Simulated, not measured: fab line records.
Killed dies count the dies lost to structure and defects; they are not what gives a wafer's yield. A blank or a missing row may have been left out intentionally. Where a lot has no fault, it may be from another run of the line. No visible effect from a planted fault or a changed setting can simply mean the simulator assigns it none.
One fault seen from 2 desks | flow sky130 | what lay behind the numbers comes last; until then each desk has only its own

== AT THE TOOL OWNER'S DESK: implanter-04 ==
For each lot that ran on this tool, the mean over its sampled wafers that have a number, from the tool's own readings at SKY_LDD_N_IMPLANT_11. Any lot whose mean is over 4 standard deviations away from the usual mean is out of limits and marked OUT; that distance is given in the brackets.
Columns: A = beam-energy-keV at SKY_LDD_N_IMPLANT_11, usual 20.001; B = beam-on-s at SKY_LDD_N_IMPLANT_11, usual 9.98 s; C = dose-ions-cm2 at SKY_LDD_N_IMPLANT_11, usual 7.501e+13; D = faraday-current-uA at SKY_LDD_N_IMPLANT_11, usual 424
lot  | first seen here | A      | B     | C                           | D
L553 | day 18 12:16    | 20.010 | 9.86  | 7.492e+13                   | 429
L558 | day 20 05:04    | 19.999 | 10.05 | 7.511e+13                   | 422
L562 | day 21 05:41    | 20.000 | 9.92  | 6.178e+13 (-99 or more) OUT | 352 (-8.2) OUT
L563 | day 21 16:58    | 20.000 | 10.01 | 6.186e+13 (-99 or more) OUT | 348 (-8.7) OUT
This desk finds L562, L563 out of limits, L562 being first, at day 21 05:41 (dose-ions-cm2 at SKY_LDD_N_IMPLANT_11). L553, L558 stayed within limits.

== THE METROLOGY DESK ==
Means of the sampled wafers that have a number, per lot and without regard to the tool the lot ran on: this is what the gauges read. Any lot whose mean is over 4 standard deviations away from the usual mean is out of limits and marked OUT; that distance is given in the brackets.
Columns: A = cd-nm at SKY_POLY_GATE_CD_MEAS_22, usual 149.5 nm; B = LDD_N_OVL at SKY_LDD_N_OVL_MEAS_07, usual -1.0 nm
lot  | first seen here | A     | B
L553 | day 17 05:26    | 149.2 | -3.0
L558 | day 18 21:24    | 148.7 | -1.5
L562 | day 19 22:14    | 150.0 | -1.2
L563 | day 20 09:14    | 150.3 | -1.5
L573 | day 24 03:29    | 148.3 | -1.1
L574 | day 24 08:58    | 151.2 | -0.7
Result from this desk: across the 6 lots, nothing is out of limits.

== BROUGHT TOGETHER ==
At day 21 05:41, on L562, L563, the tool owner's desk was in a position to raise an alarm.
At the metrology desk, nothing out of limits was observed.
The metrology desk has L562, L563 on record, within its limits.
SKY_LDD_N_IMPLANT_11 was run on implanter-04 by each of the lots named.

== WHAT THE SIMULATOR HAD INSERTED ==
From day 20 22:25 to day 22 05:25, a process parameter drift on implanter-04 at SKY_LDD_N_IMPLANT_11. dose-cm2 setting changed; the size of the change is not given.
Struck lots among those shown: L562, L563.
Hours from the fault's start to each desk's first reading out of limits: the tool owner's desk, 7.
